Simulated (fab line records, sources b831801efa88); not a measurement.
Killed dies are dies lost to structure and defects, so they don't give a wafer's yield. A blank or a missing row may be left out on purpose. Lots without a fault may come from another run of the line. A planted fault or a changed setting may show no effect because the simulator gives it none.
Which tool did it? | flow gf180mcu | 7 lots, 21 wafers sampled, at 2 steps of a route of 602

WHAT THE GAUGES READ, wafer by wafer
GF_HV_LDD_CD_MEAS_19: target cd 400 nm.
lot  | measured     | on        | cd_nm (nm)
L240 | day 11 00:29 | cd_sem-01 | 399.3 402.2 399.8
L243 | day 12 02:26 | cd_sem-02 | 400.7 399.3 400.4
L245 | day 12 15:02 | cd_sem-02 | 397.7 400.8 398.2
L247 | day 13 08:49 | cd_sem-02 | 403.3 401.9 401.5
L249 | day 13 21:53 | cd_sem-01 | 400.2 399.8 399.7
L258 | day 16 17:35 | cd_sem-01 | 401.5 399.9 403.1
L261 | day 17 18:24 | cd_sem-02 | 400.7 401.5 401.3

WHICH TOOL RAN EACH LOT (tool, then ch and the chambers of the sampled wafers, then the start)
lot  | GF_VT_IMPLANT_EXPOSE_37
L240 | iline_stepper-01 ch 0, day 7 11:34
L243 | iline_stepper-02 ch 0, day 8 08:08
L245 | iline_stepper-02 ch 0, day 8 23:24
L247 | iline_stepper-02 ch 0, day 9 10:44
L249 | iline_stepper-01 ch 0, day 9 22:31
L258 | iline_stepper-01 ch 0, day 12 12:38
L261 | iline_stepper-02 ch 0, day 13 08:12
- GF_VT_IMPLANT_EXPOSE_37: exposes mask Nwell HV AREA, target cd 860 nm.

THE ANSWER, worked out from the rows above alone
Rule: what is usual is taken from the lots themselves. Put in order of their means at a reading, lots are off if they are a third of the lots or fewer, leave a main group of 4 or more, and stand apart from it by a gap of 3 or more times the standard deviation of the main group's means; of several such gaps the widest counts. A main group whose means are all the same, to the digits that the tables above print for the reading, isn't used. A lot without any number at a reading at which 4 lots or more have one is off too. The other lots that the step has rows for count as sound.
No lot is off at any reading shown: from this, nothing can be told.

WHAT THE SIMULATOR HAD PUT IN
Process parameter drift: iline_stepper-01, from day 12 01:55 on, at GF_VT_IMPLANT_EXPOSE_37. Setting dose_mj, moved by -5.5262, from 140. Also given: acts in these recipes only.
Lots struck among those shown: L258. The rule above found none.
